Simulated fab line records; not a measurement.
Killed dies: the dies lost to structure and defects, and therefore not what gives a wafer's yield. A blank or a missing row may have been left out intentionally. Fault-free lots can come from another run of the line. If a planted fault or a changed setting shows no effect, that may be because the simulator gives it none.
Matching of chambers || flow gf180mcu || GF_V5_CMP_04 on cmp-01: 4 sister chambers
The step polishes SiO2. 4 wafers are shown with their chamber, then 12 later ones without.

EACH WAFER AND ITS CHAMBER
{"wafer": "L085.5", "chamber": 1, "motor_current_A (A)": 12.4}
{"wafer": "L089.1", "chamber": 0, "motor_current_A (A)": 12.2}
{"wafer": "L091.4", "chamber": 3, "motor_current_A (A)": 16.5}
{"wafer": "L091.5", "chamber": 2, "motor_current_A (A)": 11.8}

WAFERS MISSING THEIR CHAMBER
{"wafer": "L092.3", "motor_current_A (A)": 11.2}
{"wafer": "L092.5", "motor_current_A (A)": 11.3}
{"wafer": "L092.6", "motor_current_A (A)": 12.0}
{"wafer": "L093.2", "motor_current_A (A)": 11.9}
{"wafer": "L093.3", "motor_current_A (A)": 11.5}
{"wafer": "L093.5", "motor_current_A (A)": 15.8}
{"wafer": "L095.1", "motor_current_A (A)": 11.4}
{"wafer": "L095.2", "motor_current_A (A)": 16.4}
{"wafer": "L095.3", "motor_current_A (A)": 12.4}
{"wafer": "L096.3", "motor_current_A (A)": 11.8}
{"wafer": "L096.4", "motor_current_A (A)": 13.0}
{"wafer": "L096.6", "motor_current_A (A)": 11.8}

CHAMBER TAKEN BY EACH
{"wafer": "L092.3", "from the rows above": "can't be placed: 2 or 0 or 1", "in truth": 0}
{"wafer": "L092.5", "from the rows above": "can't be placed: 2 or 0 or 1", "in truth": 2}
{"wafer": "L092.6", "from the rows above": "can't be placed: 0 or 2 or 1", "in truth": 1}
{"wafer": "L093.2", "from the rows above": "can't be placed: 2 or 0 or 1", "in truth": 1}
{"wafer": "L093.3", "from the rows above": "can't be placed: 2 or 0 or 1", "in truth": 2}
{"wafer": "L093.5", "from the rows above": 3, "in truth": 3}
{"wafer": "L095.1", "from the rows above": "can't be placed: 2 or 0 or 1", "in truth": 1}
{"wafer": "L095.2", "from the rows above": 3, "in truth": 3}
{"wafer": "L095.3", "from the rows above": "can't be placed: 1 or 0 or 2", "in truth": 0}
{"wafer": "L096.3", "from the rows above": "can't be placed: 2 or 0 or 1", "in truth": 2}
{"wafer": "L096.4", "from the rows above": "can't be placed: 1 or 0 or 2", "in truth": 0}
{"wafer": "L096.6", "from the rows above": "can't be placed: 2 or 0 or 1", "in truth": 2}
Placed correctly: 2 of 12. These rows do not allow placing 10 (true chamber among the candidates in 10). 0 placed wrongly.
How it was worked out, from the rows above alone: a wafer's distance from a chamber is the root of the sum, over the readings, of the square of ((its reading less the chamber's mean) divided by the reading's scatter). The wafer belongs to the nearest chamber; if the next one is less than 2 further off, it can't be placed. The mean given for a chamber averages the wafers shown for that chamber. The scatter: root of mean squared gap, hidden wafer to nearest shown wafer, with one shown wafer a chamber.
